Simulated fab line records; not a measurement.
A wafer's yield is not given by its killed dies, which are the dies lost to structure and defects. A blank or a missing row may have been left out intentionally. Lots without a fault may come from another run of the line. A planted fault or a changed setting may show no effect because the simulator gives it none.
Which of the tools did it? -- flow gf180mcu -- 42 wafers from 14 lots sampled at 3 of the route's 602 steps

WHAT EACH GAUGE READ, for each wafer
GF_STI_BOW_MEAS_00.
lot,measured,on,INCOMING_BOW (um)
L469,day 1 10:00,filmMetro-02,5 2 6
L470,day 1 15:00,filmMetro-02,4 3 0
L471,day 1 20:00,filmMetro-02,-7 1 -7
L472,day 2 01:02,filmMetro-03,16 5 5
L473,day 2 06:05,filmMetro-03,0 6 3
L480,day 3 17:01,filmMetro-02,0 4 5
L481,day 3 22:00,filmMetro-03,4 -6 3
L482,day 4 03:04,filmMetro-03,-10 -2 4
L483,day 4 08:00,filmMetro-04,-14 -7 5
L484,day 4 13:00,filmMetro-04,1 0 2
L485,day 4 18:04,filmMetro-02,-3 0 -2
L486,day 4 23:02,filmMetro-04,2 -8 3
L490,day 5 19:00,filmMetro-02,-8 -1 1
L492,day 6 05:00,filmMetro-03,3 0 5

GF_STI_THK_MEAS_24.
lot,measured,on,STI_CVD_23_THK (nm)
L469,day 2 05:58,filmMetro-02,648 645 650
L470,day 2 08:52,filmMetro-02,648 642 636
L471,day 2 13:50,filmMetro-03,659 657 658
L472,day 2 18:51,filmMetro-02,645 648 651
L473,day 2 23:48,filmMetro-04,657 656 663
L480,day 4 13:35,filmMetro-02,657 645 661
L481,day 4 18:47,filmMetro-02,655 652 651
L482,day 4 23:41,filmMetro-03,649 646 640
L483,day 5 05:38,filmMetro-02,645 643 643
L484,day 5 11:47,filmMetro-02,635 643 648
L485,day 5 19:16,filmMetro-02,648 650 638
L486,day 5 20:22,filmMetro-03,645 653 647
L490,day 6 17:47,filmMetro-04,642 639 642
L492,day 7 05:10,filmMetro-04,637 642 650

EACH LOT AND THE TOOL THAT RAN IT (in order: tool; ch and the chambers of the sampled wafers; start)
lot,GF_STI_ETCH_14
L469,"rieSi-02 ch 0,2,3, day 2 04:10"
L470,"rieSi-02 ch 2,3, day 2 06:59"
L471,"rieSi-02 ch 0,2,3, day 2 11:20"
L472,"rieSi-02 ch 0,1,2, day 2 17:03"
L473,"rieSi-02 ch 1,2,3, day 2 22:00"
L480,"rieSi-02 ch 1,2, day 4 10:18"
L481,"rieSi-01 ch 1,3, day 4 15:48"
L482,"rieSi-02 ch 0,1,2, day 4 21:53"
L483,"rieSi-02 ch 0,1,2, day 5 03:50"
L484,"rieSi-02 ch 1,2, day 5 09:48"
L485,"rieSi-02 ch 0,3, day 5 15:07"
L486,"rieSi-01 ch 1,2, day 5 17:28"
L490,"rieSi-01 ch 1,3, day 6 15:19"
L492,"rieSi-01 ch 0,1,3, day 7 03:22"
- GF_STI_ETCH_14: etches Si in HBr/Cl2/O2, target depth 360 nm, time 102.9 s.

WHAT THE TOOLS THEMSELVES READ (means of the sampled wafers that have a number; where no wafer has one, the mark that the record gives instead)
GF_STI_ETCH_14.
lot,tool,drypumpMotorCurrentA (A),oesProductAu (a.u.),throttleValvePct (%)
L469,rieSi-02,5.6,1.003,25.660
L470,rieSi-02,5.5,0.993,25.659
L471,rieSi-02,5.6,0.995,25.653
L472,rieSi-02,6.1,1.004,25.660
L473,rieSi-02,6.0,0.999,25.655
L480,rieSi-02,6.5,0.996,25.656
L481,rieSi-01,5.8,1.003,25.651
L482,rieSi-02,6.2,1.003,25.649
L483,rieSi-02,6.2,0.999,25.662
L484,rieSi-02,6.4,0.999,25.654
L485,rieSi-02,5.4,0.992,25.656
L486,rieSi-01,5.6,1.001,25.662
L490,rieSi-01,5.8,1.000,25.666
L492,rieSi-01,5.6,1.007,25.658

THE ANSWER, worked out from the rows above alone
Rule: the usual values come from the lots themselves. Put in order of their means at a reading, lots are off if they are a third of the lots or fewer, leave a main group of 4 or more, and stand apart from it by a gap of 3 or more times the standard deviation of the main group's means; of several such gaps the widest counts. If all means in a main group match to the digits the tables above print for the reading, that group is not used. Also off: a lot with no number at a reading for which 4 or more lots have one. Where the step has rows for the other lots, those lots are counted as sound. The gauges are gone through in route order, then the tools' own readings, and for those a lot's mean is taken as printed above. The first step at which some lot is off is used, and at that step the reading that is off furthest; a lot without a number counts as furthest.
No lot is off on any of the readings shown, so nothing can be concluded from this.

WHAT WAS PUT IN BY THE SIMULATOR
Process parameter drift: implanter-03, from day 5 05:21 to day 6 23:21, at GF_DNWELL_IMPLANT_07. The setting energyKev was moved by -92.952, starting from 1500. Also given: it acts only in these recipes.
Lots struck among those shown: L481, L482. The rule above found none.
